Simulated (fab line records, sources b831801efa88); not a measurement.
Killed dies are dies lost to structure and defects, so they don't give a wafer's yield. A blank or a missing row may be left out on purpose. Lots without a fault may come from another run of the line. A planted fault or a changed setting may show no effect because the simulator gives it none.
Which tool did it? | flow gf180mcu | 6 lots, 18 wafers sampled, at 3 steps of a route of 602

WHAT THE GAUGES READ, wafer by wafer
GF_HV_LDD_CD_MEAS_07: target cd 400 nm.
lot  | measured     | on        | cd_nm (nm)
L878 | day 11 01:36 | cd_sem-02 | 402.1 405.2 402.8
L881 | day 11 15:25 | cd_sem-01 | 399.1 401.0 400.6
L883 | day 12 11:04 | cd_sem-02 | 402.2 402.2 399.7
L890 | day 14 10:30 | cd_sem-02 | 402.7 400.3 400.6
L895 | day 16 01:50 | cd_sem-01 | - - -
L898 | day 17 08:47 | cd_sem-02 | 399.6 399.2 399.5

WHICH TOOL RAN EACH LOT (tool, then ch and the chambers of the sampled wafers, then the start)
lot  | GF_VT_IMPLANT_STRIP_31               | GF_HV_LDD_EXPOSE_04
L878 | plasma_asher-01 ch 0,1, day 7 19:53  | iline_stepper-02 ch 0, day 10 16:22
L881 | plasma_asher-01 ch 0,1, day 8 08:43  | iline_stepper-01 ch 0, day 11 05:57
L883 | plasma_asher-01 ch 0,1, day 9 00:20  | iline_stepper-02 ch 0, day 12 01:13
L890 | plasma_asher-02 ch 0,1, day 10 20:39 | iline_stepper-01 ch 0, day 14 00:19
L895 | plasma_asher-01 ch 0,1, day 12 06:57 | iline_stepper-02 ch 0, day 15 14:56
L898 | plasma_asher-04 ch 0,1, day 13 06:59 | iline_stepper-01 ch 0, day 16 21:22
- GF_VT_IMPLANT_STRIP_31: strips in O2/N2.
- GF_HV_LDD_EXPOSE_04: exposes mask Nplus LV AREA, target cd 400 nm.

THE ANSWER, worked out from the rows above alone
Rule: what is usual is taken from the lots themselves. Put in order of their means at a reading, lots are off if they are a third of the lots or fewer, leave a main group of 4 or more, and stand apart from it by a gap of 3 or more times the standard deviation of the main group's means; of several such gaps the widest counts. A main group whose means are all the same, to the digits that the tables above print for the reading, isn't used. A lot without any number at a reading at which 4 lots or more have one is off too. The other lots that the step has rows for count as sound.
Off: L895, at GF_HV_LDD_CD_MEAS_07 (cd_nm). Without a number there: L895. The main group: mean 401.1 nm, standard deviation 1.3.
A tool fits if, at a process step before that reading, it ran every lot that is off, and no sound lot after the first of them. The gauges at GF_HV_LDD_CD_MEAS_07 are tried like those tools. Can't be told from this: 3 tools fit, plasma_asher-01 at GF_VT_IMPLANT_STRIP_31, iline_stepper-02 at GF_HV_LDD_EXPOSE_04, cd_sem-01 at GF_HV_LDD_CD_MEAS_07.

WHAT THE SIMULATOR HAD PUT IN
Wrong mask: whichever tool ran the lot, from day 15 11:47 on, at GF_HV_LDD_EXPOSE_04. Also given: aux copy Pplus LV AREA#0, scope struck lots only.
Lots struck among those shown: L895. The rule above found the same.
